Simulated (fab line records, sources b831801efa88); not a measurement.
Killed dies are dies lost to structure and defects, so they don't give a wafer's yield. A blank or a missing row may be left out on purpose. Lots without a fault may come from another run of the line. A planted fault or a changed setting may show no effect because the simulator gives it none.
Which tool did it? | flow sfq_line | 14 lots, 42 wafers sampled, at 5 steps of a route of 325

WHAT THE GAUGES READ, wafer by wafer
SFQ_I6_BOW_MEAS_941.
lot  | measured     | on            | I6_BOW (um)
L582 | day 65 22:23 | film_metro-02 | -9 -5 -5
L583 | day 70 20:31 | film_metro-02 | 21 2 20
L585 | day 71 03:15 | film_metro-01 | 5 4 10
L586 | day 71 06:51 | film_metro-04 | -20 8 -10
L587 | day 71 10:38 | film_metro-04 | 13 17 6
L588 | day 71 13:01 | film_metro-01 | -8 -8 -22
L590 | day 71 17:52 | film_metro-02 | -13 -2 2
L592 | day 71 23:50 | film_metro-02 | 16 11 19
L596 | day 76 03:29 | film_metro-01 | 3 -1 11
L599 | day 77 00:59 | film_metro-02 | 10 11 13
L600 | day 77 04:34 | film_metro-04 | 20 25 18
L601 | day 77 14:43 | film_metro-02 | 6 18 4
L602 | day 77 15:52 | film_metro-01 | 18 9 21
L605 | day 78 00:53 | film_metro-01 | -1 -1 0

WHICH TOOL RAN EACH LOT (tool, then ch and the chambers of the sampled wafers, then the start)
lot  | SFQ_TRILAYER_JJ_TRILAYER_DEP_SPUTTER_109 | SFQ_TRILAYER_JJ_CE_BARC_OPEN_RIE_150 | SFQ_TRILAYER_A5C_DEP_PECVD_142  | SFQ_TRILAYER_C5_ETCH_VIA_ETCH_154
L582 | pvd_sputter-03, day 50 01:57             | rie_metal-03 ch 0,1, day 50 10:38    | pecvd-04 ch 0,1,2, day 60 15:47 | rie_diel-02 ch 0,1,2, day 65 07:59
L583 | pvd_sputter-06, day 50 15:07             | rie_metal-03 ch 1, day 52 02:51      | pecvd-02 ch 1,2, day 61 21:52   | rie_diel-03 ch 1,3, day 70 11:31
L585 | pvd_sputter-04, day 51 09:48             | rie_metal-01 ch 0,1, day 52 05:11    | pecvd-02 ch 0,1,2, day 62 01:28 | rie_diel-03 ch 0,1,3, day 70 16:19
L586 | pvd_sputter-03, day 51 11:36             | rie_metal-03 ch 1, day 52 06:25      | pecvd-04 ch 0,2, day 62 04:02   | rie_diel-02 ch 1,2,3, day 70 19:55
L587 | pvd_sputter-04, day 51 13:48             | rie_metal-01 ch 0, day 52 08:47      | pecvd-04 ch 0,1,2, day 62 06:26 | rie_diel-03 ch 0,2, day 70 22:19
L588 | pvd_sputter-03, day 51 15:36             | rie_metal-01 ch 0,1, day 52 09:59    | pecvd-01 ch 0,2, day 62 09:52   | rie_diel-02 ch 2,3, day 71 00:43
L590 | pvd_sputter-04, day 51 20:24             | rie_metal-01 ch 0, day 52 12:23      | pecvd-04 ch 0,1,2, day 62 14:50 | rie_diel-03 ch 1,2,3, day 71 05:31
L592 | pvd_sputter-04, day 51 22:48             | rie_metal-02 ch 0,1, day 52 14:47    | pecvd-04 ch 0,1,2, day 63 01:28 | rie_diel-01 ch 1,3, day 71 10:19
L596 | pvd_sputter-04, day 57 02:39             | rie_metal-01 ch 1, day 58 04:43      | pecvd-02 ch 0,1,2, day 63 19:35 | rie_diel-03 ch 2,3, day 72 00:11
L599 | pvd_sputter-06, day 59 05:31             | rie_metal-01 ch 0,1, day 59 10:22    | pecvd-01 ch 0,1,2, day 64 08:19 | rie_diel-01 ch 0,2, day 72 21:47
L600 | pvd_sputter-04, day 59 08:38             | rie_metal-02 ch 0,1, day 59 13:29    | pecvd-02 ch 1,2, day 64 10:59   | rie_diel-03 ch 0,1,3, day 73 03:47
L601 | pvd_sputter-04, day 59 16:29             | rie_metal-02 ch 0,1, day 59 21:20    | pecvd-02 ch 1,2, day 64 15:56   | rie_diel-02 ch 1,3, day 73 08:58
L602 | pvd_sputter-03, day 59 19:34             | rie_metal-01 ch 0,1, day 60 00:25    | pecvd-01 ch 1,2, day 64 18:20   | rie_diel-01 ch 2,3, day 73 11:22
L605 | pvd_sputter-04, day 60 07:32             | rie_metal-02 ch 0,1, day 60 13:46    | pecvd-01 ch 0,1,2, day 65 08:17 | rie_diel-01 ch 1,2, day 73 17:29
- SFQ_TRILAYER_JJ_TRILAYER_DEP_SPUTTER_109: material Nb, target thk 150 nm, time 100 s.
- SFQ_TRILAYER_JJ_CE_BARC_OPEN_RIE_150: chemistry O2, target BARC, target depth 240 nm, time 80 s.
- SFQ_TRILAYER_A5C_DEP_PECVD_142: deposits SiO2 from SiH4/N2O, time 15.556 s, target thk 70 nm.
- SFQ_TRILAYER_C5_ETCH_VIA_ETCH_154: etches SiO2 in CHF3, stops on Nb, target depth 84 nm.

WHAT THE TOOLS THEMSELVES READ (means of the sampled wafers that have a number; where no wafer has one, the mark that the record gives instead)
SFQ_TRILAYER_JJ_TRILAYER_DEP_SPUTTER_109.
lot  | tool           | throttle_valve_pct (%)
L582 | pvd_sputter-03 | 29.8
L583 | pvd_sputter-06 | 30.3
L585 | pvd_sputter-04 | 31.1
L586 | pvd_sputter-03 | 29.3
L587 | pvd_sputter-04 | 31.0
L588 | pvd_sputter-03 | 29.7
L590 | pvd_sputter-04 | 30.0
L592 | pvd_sputter-04 | 31.0
L596 | pvd_sputter-04 | 30.3
L599 | pvd_sputter-06 | 31.0
L600 | pvd_sputter-04 | 30.1
L601 | pvd_sputter-04 | 30.0
L602 | pvd_sputter-03 | 29.2
L605 | pvd_sputter-04 | 31.2

SFQ_TRILAYER_JJ_CE_BARC_OPEN_RIE_150.
lot  | tool         | chamber_pressure_mTorr (mTorr) | drypump_motor_current_A (A) | he_backside_leak_sccm (sccm) | oes_product_au (a.u.) | rf_fwd_power_W (W)
L582 | rie_metal-03 | 10.004                         | 5.2                         | 3.49                         | 0.534                 | 597.2
L583 | rie_metal-03 | 9.996                          | 5.2                         | 3.42                         | 0.532                 | 593.2
L585 | rie_metal-01 | 10.004                         | 5.6                         | 3.46                         | 0.539                 | 595.0
L586 | rie_metal-03 | 9.995                          | 5.3                         | 3.47                         | 0.537                 | 597.9
L587 | rie_metal-01 | 10.004                         | 5.1                         | 3.58                         | 0.534                 | 597.4
L588 | rie_metal-01 | 9.991                          | 6.1                         | 3.40                         | 0.537                 | 595.7
L590 | rie_metal-01 | 10.008                         | 5.1                         | 3.54                         | 0.535                 | 598.3
L592 | rie_metal-02 | 9.999                          | 5.5                         | 3.52                         | 0.538                 | 594.2
L596 | rie_metal-01 | 10.005                         | 6.6                         | 3.22                         | 0.536                 | 596.8
L599 | rie_metal-01 | 10.004                         | 6.2                         | 3.26                         | 0.535                 | 597.3
L600 | rie_metal-02 | 10.000                         | 5.5                         | 3.63                         | 0.540                 | 595.8
L601 | rie_metal-02 | 10.003                         | 5.2                         | 3.48                         | 0.539                 | 594.8
L602 | rie_metal-01 | 9.997                          | 6.1                         | 3.25                         | 0.542                 | 598.1
L605 | rie_metal-02 | 9.997                          | 5.5                         | 3.48                         | 0.538                 | 595.1

SFQ_TRILAYER_A5C_DEP_PECVD_142.
lot  | tool     | heater_power_w (W) | rf_fwd_power_W (W) | throttle_valve_pct (%)
L582 | pecvd-04 | 79                 | 179.5              | 22.9
L583 | pecvd-02 | 94                 | 180.0              | 26.1
L585 | pecvd-02 | 95                 | 181.0              | 24.9
L586 | pecvd-04 | 73                 | 179.8              | 23.5
L587 | pecvd-04 | 80                 | 179.2              | 23.1
L588 | pecvd-01 | 95                 | 178.5              | 24.1
L590 | pecvd-04 | 85                 | 178.4              | 23.1
L592 | pecvd-04 | 82                 | 179.1              | 23.2
L596 | pecvd-02 | 94                 | 180.6              | 25.1
L599 | pecvd-01 | 87                 | 179.6              | 24.5
L600 | pecvd-02 | 87                 | 181.0              | 25.4
L601 | pecvd-02 | 90                 | 181.3              | 25.2
L602 | pecvd-01 | 96                 | 180.7              | 24.2
L605 | pecvd-01 | 91                 | 179.8              | 24.4

SFQ_TRILAYER_C5_ETCH_VIA_ETCH_154.
lot  | tool        | chamber_pressure_mTorr (mTorr) | drypump_motor_current_A (A) | oes_product_au (a.u.) | rf_fwd_power_W (W)
L582 | rie_diel-02 | 30.013                         | 5.4                         | 0.887                 | 495.7
L583 | rie_diel-03 | 30.021                         | 5.6                         | 0.895                 | 493.5
L585 | rie_diel-03 | 30.001                         | 5.4                         | 0.896                 | 494.6
L586 | rie_diel-02 | 30.018                         | 5.5                         | 0.898                 | 496.1
L587 | rie_diel-03 | 30.030                         | 5.9                         | 0.895                 | 494.9
L588 | rie_diel-02 | 30.007                         | 5.8                         | 0.896                 | 496.7
L590 | rie_diel-03 | 29.955                         | 5.7                         | 0.926                 | 495.6
L592 | rie_diel-01 | 30.004                         | 5.6                         | 0.919                 | 496.8
L596 | rie_diel-03 | 29.983                         | 5.9                         | 0.893                 | 494.7
L599 | rie_diel-01 | 30.012                         | 5.6                         | 0.897                 | 497.3
L600 | rie_diel-03 | 29.985                         | 5.4                         | 0.896                 | 495.2
L601 | rie_diel-02 | 29.997                         | 5.5                         | 0.890                 | 495.4
L602 | rie_diel-01 | 29.995                         | 5.4                         | 0.900                 | 494.0
L605 | rie_diel-01 | 30.010                         | 5.9                         | 0.895                 | 495.9

THE ANSWER, worked out from the rows above alone
Rule: what is usual is taken from the lots themselves. Put in order of their means at a reading, lots are off if they are a third of the lots or fewer, leave a main group of 4 or more, and stand apart from it by a gap of 3 or more times the standard deviation of the main group's means; of several such gaps the widest counts. A main group whose means are all the same, to the digits that the tables above print for the reading, isn't used. A lot without any number at a reading at which 4 lots or more have one is off too. The other lots that the step has rows for count as sound. The gauges are gone through in route order, then the tools' own readings, and for those a lot's mean is taken as printed above. The first step at which some lot is off is used, and at that step the reading that is off furthest; a lot without a number counts as furthest.
Off: L590, L592, at SFQ_TRILAYER_C5_ETCH_VIA_ETCH_154 (oes_product_au). The main group: mean 0.895 a.u., standard deviation 0.0033.
A tool fits if, at that step or a process step before it, it ran every lot that is off, and no sound lot after the first of them. One fits: pecvd-04 at SFQ_TRILAYER_A5C_DEP_PECVD_142. Its last sound lot is L587 (day 62 06:26), its first lot that is off L590 (day 62 14:50): a fault that began between those two fits.

WHAT THE SIMULATOR HAD PUT IN
Process parameter drift: pecvd-04, from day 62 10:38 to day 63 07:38, at SFQ_TRILAYER_A5C_DEP_PECVD_142. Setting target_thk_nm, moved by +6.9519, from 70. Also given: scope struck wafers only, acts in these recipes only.
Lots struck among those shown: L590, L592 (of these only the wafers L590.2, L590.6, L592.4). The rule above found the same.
